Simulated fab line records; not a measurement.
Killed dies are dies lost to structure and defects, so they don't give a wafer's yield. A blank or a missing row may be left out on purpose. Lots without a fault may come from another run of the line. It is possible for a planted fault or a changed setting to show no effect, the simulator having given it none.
Chamber matching + flow gf180mcu + GF_V4_CMP_26 on cmp-02: 4 sister chambers
The step polishes, stops on SiO2, t overpolish 15 s, target thk 0 nm. 8 wafers are shown with their chamber, then 8 later ones without.

## WAFERS WITH THEIR CHAMBER
| wafer  | chamber | motor_current_A (A) | time_to_endpoint_s (s) |
|--------|---------|---------------------|------------------------|
| L937.5 | 0       | 12.1                | 77                     |
| L938.4 | 3       | 11.1                | 86                     |
| L940.3 | 1       | 11.6                | 81                     |
| L940.5 | 0       | 11.7                | 83                     |
| L943.1 | 2       | 11.0                | 80                     |
| L943.3 | 1       | 10.6                | 79                     |
| L943.4 | 3       | 11.3                | 84                     |
| L944.3 | 2       | 10.8                | 81                     |

## WAFERS MISSING THEIR CHAMBER
| wafer  | motor_current_A (A) | time_to_endpoint_s (s) |
|--------|---------------------|------------------------|
| L944.4 | 12.1                | 86                     |
| L944.6 | 11.8                | 87                     |
| L945.2 | 11.4                | 88                     |
| L945.5 | 10.9                | 83                     |
| L945.6 | 11.9                | 84                     |
| L953.1 | 12.0                | 88                     |
| L953.2 | 11.9                | 80                     |
| L953.4 | 10.6                | 81                     |

## THE CHAMBER EACH PASSED THROUGH
| wafer  | from the rows above               | in truth                   |
|--------|-----------------------------------|----------------------------|
| L944.4 | can't be placed: 3 or 0 or 1 or 2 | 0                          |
| L944.6 | can't be placed: 3 or 0 or 1 or 2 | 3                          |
| L945.2 | 3                                 | 3                          |
| L945.5 | can't be placed: 2 or 3 or 1 or 0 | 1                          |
| L945.6 | can't be placed: 0 or 3 or 1 or 2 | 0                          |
| L953.1 | can't be placed: 3 or 0 or 1 or 2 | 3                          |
| L953.2 | 0                                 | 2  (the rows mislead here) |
| L953.4 | can't be placed: 2 or 1 or 3      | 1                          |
Correctly placed: 1 of 8. Not placeable from these rows: 6 (in 6, the candidates include the true chamber). Wrongly placed: 1.
How it was worked out, from the rows above alone: a wafer's distance from a chamber is the root of the sum, over the readings, of the square of ((its reading less the chamber's mean) divided by the reading's scatter). If the next closest chamber is less than 2 further off than the closest, the wafer can't be placed; otherwise it belongs to the closest. A chamber's mean is the mean of its shown wafers. The scatter is the square root of a quotient: the sum, over the shown wafers, of each reading's squared deviation from its chamber's mean, divided by wafers minus chambers.
